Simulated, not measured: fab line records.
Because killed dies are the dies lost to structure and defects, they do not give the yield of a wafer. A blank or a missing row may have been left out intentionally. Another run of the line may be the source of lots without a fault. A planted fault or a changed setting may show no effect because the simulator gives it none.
2 desks, one fault :: flow sky130 :: numbers are kept per desk, each desk with only its own; the story behind them comes last

== METROLOGY DESK ==
Lot by lot, what the gauges showed, no matter which tool ran the lot: averages of those sampled wafers that carry a number. Marked OUT: a lot whose mean sits more than 4 standard deviations from the usual mean, which makes it out of limits; the brackets give that distance.
Columns: A = DNWELL_TW at SKY_DNWELL_TW_MEAS_09, usual 1111; B = VT_ADJUST_LVTN_TW at SKY_VT_ADJUST_LVTN_TW_MEAS_10, usual 242.0; C = VT_ADJUST_PCH_OVL at SKY_VT_ADJUST_PCH_OVL_MEAS_07, usual -0.6 nm; D = cd nm at SKY_POLY_GATE_CD_MEAS_22, usual 150.2 nm
lot: L295
first seen here: day 3 12:35
A: 1112
B: 243.3
C: -1.2
D: 151.7

lot: L296
first seen here: day 3 17:39
A: 1101
B: 241.4
C: -0.5
D: 154.7

lot: L299
first seen here: day 4 09:37
A: 1116
B: 242.6
C: -0.9
D: 149.9

lot: L300
first seen here: day 4 16:53
A: 1110
B: 242.4
C: -0.3
D: 151.2

lot: L301
first seen here: day 4 23:04
A: 1107
B: 243.6
C: 0.9
D: 152.3

lot: L303
first seen here: day 5 09:24
A: 1109
B: 242.9
C: -0.2
D: 150.4

lot: L305
first seen here: day 5 21:15
A: 1108
B: 243.5
C: -0.2
D: 150.1

lot: L306
first seen here: day 6 02:56
A: 1115
B: 243.2
C: -0.2
D: 148.1

lot: L307
first seen here: day 6 05:55
A: 1108
B: 239.3
C: 0.1
D: 149.3

lot: L310
first seen here: day 7 03:52
A: 1115
B: 240.8
C: 0.9
D: 149.7

lot: L311
first seen here: day 7 08:38
A: 1114
B: 30.4 (-99 or more) OUT
C: -1.8
D: 150.0

lot: L315
first seen here: day 8 06:10
A: 1104
B: 240.7
C: -1.3
D: 148.5

lot: L316
first seen here: day 8 10:32
A: 1108
B: 239.9
C: -2.8
D: 152.7
This desk finds L311 out of limits, with the earliest case on L311 at day 12 00:07 (VT_ADJUST_LVTN_TW at SKY_VT_ADJUST_LVTN_TW_MEAS_10). L295, L296, L299, L300, L301, L303, L305, L306, L307, L310, L315, L316 stayed within limits.

== FOR THE TOOL OWNER'S DESK: plasma asher-01 ==
The tool's own readings at SKY_VT_ADJUST_HVTP_STRIP_10 (strips in O2/N2): means of the sampled wafers that have a number, for each lot that ran on this tool. Marked OUT: a lot whose mean sits more than 4 standard deviations from the usual mean, which makes it out of limits; the brackets give that distance.
Columns: A = chamber pressure mTorr at SKY_VT_ADJUST_HVTP_STRIP_10, usual 1499.9 mTorr; B = drypump motor current A at SKY_VT_ADJUST_HVTP_STRIP_10, usual 5.49 A; C = oes product au at SKY_VT_ADJUST_HVTP_STRIP_10, usual 0.715 a.u.; D = strip time to endpoint s at SKY_VT_ADJUST_HVTP_STRIP_10, usual 14.18 s
lot: L296
first seen here: day 6 17:16
A: 1500.2
B: 5.94
C: 0.715
D: 14.18

lot: L311
first seen here: day 11 00:17
A: 1499.6
B: 5.45
C: 0.917 (+50) OUT
D: -
This desk finds L311 out of limits, L311 being first, at day 11 00:17 (oes product au at SKY_VT_ADJUST_HVTP_STRIP_10). L296 stayed within limits.

== BROUGHT TOGETHER ==
At day 11 00:17, on L311, the tool owner's desk was in a position to raise an alarm.
Metrology desk: alarm possible at day 12 00:07 on L311.
The lots listed all ran SKY_VT_ADJUST_HVTP_STRIP_10 on plasma asher-01.

== WHAT THE SIMULATOR HAD INSERTED ==
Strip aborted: plasma asher-01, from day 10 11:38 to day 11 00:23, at SKY_VT_ADJUST_HVTP_STRIP_10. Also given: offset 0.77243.
Struck lots among those shown: L311.
Hours from the fault's start to each desk's first reading out of limits: the tool owner's desk, 13; the metrology desk, 36.
